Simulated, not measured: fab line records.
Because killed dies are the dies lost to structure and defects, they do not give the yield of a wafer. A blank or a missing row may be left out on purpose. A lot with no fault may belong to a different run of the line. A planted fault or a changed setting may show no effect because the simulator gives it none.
A struck lot beside a sound one | flow sky130 | 17 out of 708 route steps
Sound: the wafers L836.2, L836.3, L836.6. Wafers L837.3, L837.4, L837.5 were the ones struck. The cause comes at the end.
Each step with rows lists, per side, the tool, then ch with its chambers, then its first start. Under that, the readings that differ: sound wafers | struck wafers | difference of the means | sigmas: that difference in standard deviations of wafers without a fault.
alike: readings with means less than 2 such deviations apart, plus words and numbers identical on both sides. not compared: withheld readings, readings lacking a value on some wafer, bounds such as >300 that could conceal the same value, and numbers that have no deviation in the record and whose values overlap.
A row with sigmas, a row that says differs or no value, or rows on one side alone: a step with any of these is where the two part. Non-overlapping numbers with no deviation appear without sigmas and do not part them. Lack of a reading on every wafer of one side parts them only where that side has two or more wafers.

first, 3 steps without rows for these wafers: SKY_METAL4_CLEAN_21 (cleans in IPA, time 180 s); SKY_METAL4_CLEAN_22 (cleans in O3/DIW); SKY_VIA4_HDPCVD_00 (deposits SiO2, target thk 1750 nm, time 291.7 s).
SKY_VIA4_THK_MEAS_01:
  struck on film metro-04, day 43 12:51; sound on film metro-02, day 43 09:21
  alike: VIA4_HDPCVD_THK
SKY_VIA4_CMP_02: polishes SiO2.
  sound on cmp-02 ch 0,1,3, day 43 09:24; struck on cmp-02 ch 0,1,2, day 43 12:59
  alike: motor current A
SKY_VIA4_BOW_MEAS_03:
  struck on film metro-04, day 43 13:14; sound on film metro-03, day 43 09:43
  reading       | sound    | struck   | difference | sigmas
  VIA4_BOW (um) | 66 66 66 | 91 81 87 | +20        | +3
then, 6 steps without rows for these wafers: SKY_VIA4_DEHYDRATE_04 (time 60 s); SKY_VIA4_HMDS_05 (prime time 60 s); SKY_VIA4_COAT_06 (resist thk 1140 nm); SKY_VIA4_SOFTBAKE_07 (time 60 s); SKY_VIA4_EXPOSE_08 (exposes mask VIM4, target cd 800 nm); SKY_VIA4_PEB_09.
SKY_VIA4_DEVELOP_10: develop time 60 s.
  sound on litho track-03 ch 0, day 44 08:11; struck on litho track-03 ch 0, day 44 12:04
  reading              | sound             | struck            | difference | sigmas
  developer temp C (C) | 23.06 23.06 22.88 | 25.43 25.30 25.33 | +2.35      | +24
  alike: chill plate temp C, resist line temp C
SKY_VIA4_OVL_MEAS_11:
  struck on overlay-02, day 44 12:11; sound on overlay-01, day 44 08:20
  alike: VIA4_OVL
SKY_VIA4_ETCH_12: etches SiO2 in C4F8/O2/Ar, stops on TiN, target depth 580 nm.
  sound on rie diel-04 ch 2,3, day 44 08:22; struck on rie diel-03 ch 0,1, day 44 12:13
  reading               | sound             | struck            | difference | sigmas
  model.VIA4.cd nm (nm) | 797.3 799.1 799.9 | 795.7 794.9 794.1 | -3.9       |
  alike: oes product au
SKY_VIA4_STRIP_13: strips in O2/N2.
  sound on plasma asher-04 ch 1, day 44 08:26; struck on plasma asher-04 ch 0,1, day 44 12:19
  alike: drypump motor current A, oes product au, strip time to endpoint s
  not compared: rf hours counter h
-- the record jumps here: 3 days lie between the struck wafers' starts before and after (it left off in module VIA4 and takes up again in module PAD_OPEN, whose first step shown is number 708 of the route) --
SKY_PAD_OPEN_PROBE_99:
  record: rows for the struck wafers here (prober-01, day 47 07:23), none for the sound ones

== WHERE THEY PART ==
Last at SKY_PAD_OPEN_PROBE_99 as far as this record goes, first at SKY_VIA4_BOW_MEAS_03.

WHY: whatever the simulator had introduced
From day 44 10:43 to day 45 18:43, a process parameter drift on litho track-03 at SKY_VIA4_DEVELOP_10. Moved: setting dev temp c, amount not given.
